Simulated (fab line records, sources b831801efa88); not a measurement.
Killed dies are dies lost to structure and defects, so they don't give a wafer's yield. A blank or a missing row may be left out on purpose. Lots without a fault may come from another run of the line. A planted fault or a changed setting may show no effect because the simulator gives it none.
Split-lot experiment | flow sky130 | 5 lots, 23 wafers read, on a route of 708 steps

THE SPLIT
At SKY_SD_N_SOFTBAKE_03 (time 60 s), the setting temp_c was moved away from the recipe's 90 C on 5 of the 23 wafers read, by +3.4% to +3.7%. The other wafers ran this setting at the recipe's value.

The reading is taken at the split's own step.

THE READING
NOVOLAK_of_SD_N_COAT_02.thk_nm (the simulator's own value, which no gauge read), in nm, at SKY_SD_N_SOFTBAKE_03 (time 60 s). The file gives no usual value for it. The 18 wafers here that ran the recipe average 1139 nm, standard deviation 2 nm.

wafer  | tool, chamber at the split | temp_c as run, C | against the recipe | NOVOLAK_of_SD_N_COAT_02.thk_nm, nm | against lot-mates on the recipe
L075.1 | litho_track-03, 0          | 93.05            | +3.4%              | 1133                               | -8
L075.2 | litho_track-03, 0          | 90               | recipe             | 1141                               | -
L075.6 | litho_track-03, 0          | 90               | recipe             | 1141                               | -
L075.3 | litho_track-03, 0          | 93.05            | +3.4%              | 1135                               | -6
L075.4 | litho_track-03, 0          | 93.05            | +3.4%              | 1129                               | -12
L078.1 | litho_track-01, 0          | 90               | recipe             | 1136                               | -
L078.2 | litho_track-01, 0          | 90               | recipe             | 1138                               | -
L078.3 | litho_track-01, 0          | 90               | recipe             | 1138                               | -
L078.4 | litho_track-01, 0          | 90               | recipe             | 1138                               | -
L078.6 | litho_track-01, 0          | 90               | recipe             | 1138                               | -
L079.2 | litho_track-01, 0          | 90               | recipe             | 1138                               | -
L079.3 | litho_track-01, 0          | 90               | recipe             | 1136                               | -
L079.6 | litho_track-01, 0          | 90               | recipe             | 1136                               | -
L079.4 | litho_track-01, 0          | 90               | recipe             | 1141                               | -
L079.5 | litho_track-01, 0          | 90               | recipe             | 1135                               | -
L080.1 | litho_track-02, 0          | 90               | recipe             | 1140                               | -
L080.5 | litho_track-02, 0          | 90               | recipe             | 1140                               | -
L080.6 | litho_track-02, 0          | 90               | recipe             | 1140                               | -
L081.1 | litho_track-03, 0          | 90               | recipe             | 1139                               | -
L081.2 | litho_track-03, 0          | 93.29            | +3.7%              | 1132                               | -9
L081.4 | litho_track-03, 0          | 90               | recipe             | 1141                               | -
L081.5 | litho_track-03, 0          | 93.29            | +3.7%              | 1130                               | -11
L081.6 | litho_track-03, 0          | 90               | recipe             | 1142                               | -

THE FIT
A straight line over all 23 wafers: NOVOLAK_of_SD_N_COAT_02.thk_nm changes by -2 nm for each +1% of temp_c; r = -0.82; the points scatter about the line by 2.1 nm.
The same after taking each lot's own level away (the mean of its wafers on the recipe; 23 wafers): -2.6 nm for each +1%; r = -0.93; scatter 1.6 nm.
On that fit, the largest move of temp_c shifts the reading by 9.5 nm.
The lots' own levels span 1137.2 to 1141.0 nm, that is 1.9 times the standard deviation above.
So the lot-to-lot level changes the slope: the two fits differ.
Check: with one of the wafers moved furthest among these (+3.7%) left out of the fit, the line predicts -9.72 nm for it against its lot-mates. It came out at -8.67 nm against them.

OTHER SPLITS ON THESE WAFERS
These wafers also went through other splits before the reading. Each is held against what the fit with the lots' levels taken away leaves over:
other split on the same wafers     | wafers away from the commonest value | r with NOVOLAK_of_SD_N_COAT_02.thk_nm (lot level and that fit taken away)
SKY_LDD_LDN_IMPLANT_09 energy_kev  | 6                                    | +0.30
SKY_SPACER_CVD_00 pressure_mtorr   | 15                                   | -0.03
SKY_SD_P_DEVELOP_06 develop_time_s | 4                                    | -0.10
SKY_SD_P_IMPLANT_09 dose_cm2       | 11                                   | +0.05
SKY_RES_XHIGH_STRIP_08 power_w     | 11                                   | +0.20

THE FILE'S OWN FIT
NOVOLAK_of_SD_N_COAT_02.thk_nm changes by -2.67 nm for each +1% of temp_c, r = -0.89.
